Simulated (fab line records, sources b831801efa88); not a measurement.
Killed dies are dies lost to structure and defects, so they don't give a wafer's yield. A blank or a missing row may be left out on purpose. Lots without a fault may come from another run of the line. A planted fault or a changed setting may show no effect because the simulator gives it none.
A struck lot beside a sound one | flow gf180mcu | 14 steps out of a route of 602
Sound: wafers L268.3, L268.5, L268.6. Struck: wafers L258.2, L258.4, L258.5. The cause comes at the end.
At each step with rows: each side's tool, then ch and its chambers, then its first start. Under that, the readings that differ: sound wafers | struck wafers | difference of the means | sigmas: that difference in standard deviations of wafers without a fault.
alike: readings whose means differ by less than 2 such deviations, and words and numbers that are the same on both sides. not compared: withheld readings, readings that some wafer has no value for, bounds like >300 that may hide the same value, and numbers for which the record gives no deviation and whose values overlap.
The two part at a step that has a row with sigmas, a row that says differs or no value, or rows on one side only. Numbers that don't overlap but have no deviation are shown without sigmas and don't part them. A reading that every wafer of one side lacks parts them only if that side has two wafers or more.

GF_M4_SPUTTER_01: material TiN, target thk 30 nm, time 25 s.
  sound on pvd_sputter-03, day 28 12:37; struck on pvd_sputter-01, day 25 02:44
  alike: throttle_valve_pct
GF_M4_SPUTTER_02: material AlCu, target thk 450 nm, time 23.9 s.
  sound on pvd_sputter-03, day 28 12:39; struck on pvd_sputter-01, day 25 02:46
  alike: throttle_valve_pct
GF_M4_SPUTTER_03: material Ti, target thk 10 nm, time 6.7 s.
  sound on pvd_sputter-03, day 28 12:41; struck on pvd_sputter-01, day 25 02:47
  alike: throttle_valve_pct
GF_M4_SPUTTER_04: material TiN, target thk 50 nm, time 41.7 s.
  sound on pvd_sputter-03, day 28 12:42; struck on pvd_sputter-01, day 25 02:49
  alike: throttle_valve_pct
GF_M4_RS_MEAS_05: measures by four-point-probe.
  sound on film_metro-03, day 28 12:47; struck on film_metro-03, day 25 02:52
  alike: M4_ALCU_RS
GF_M4_THK_MEAS_06: measures by xrf.
  sound on film_metro-03, day 28 12:53; struck on film_metro-03, day 25 02:59
  alike: M4_ALCU_THK
then, 6 steps without rows for these wafers: GF_M4_DEHYDRATE_07 (time 60 s); GF_M4_HMDS_08 (prime time 60 s); GF_M4_COAT_09 (resist thk 1000 nm); GF_M4_SOFTBAKE_10 (time 60 s); GF_M4_EXPOSE_11 (exposes mask Metal4, target cd 280 nm); GF_M4_PEB_12 (peb time 90 s).
GF_M4_DEVELOP_13: develop time 60 s.
  sound on litho_track-03 ch 0, day 29 07:28; struck on litho_track-02, day 25 23:59
  no value came back on the struck wafers for chill_plate_temp_C (C), develop_time_s (s); on the sound wafers chill_plate_temp_C (C) reads 22.92 23.02 22.93
  reading                             | sound             | struck         | difference | sigmas
  model.KrF_of_M4_COAT_09.thk_nm (nm) | 991.4 991.3 990.5 | 1006 1005 1004 | +14        |
GF_M4_CD_MEAS_14: target cd 280 nm.
  sound on cd_sem-02, day 29 07:36; struck on cd_sem-02, day 26 00:08
  reading    | sound             | struck | difference                    | sigmas
  cd_nm (nm) | 278.1 279.5 280.0 | - - -  | no value on the struck wafers |

WHERE THEY PART
First at GF_M4_DEVELOP_13; last, within this record, at GF_M4_CD_MEAS_14.

WHY: what the simulator had put in
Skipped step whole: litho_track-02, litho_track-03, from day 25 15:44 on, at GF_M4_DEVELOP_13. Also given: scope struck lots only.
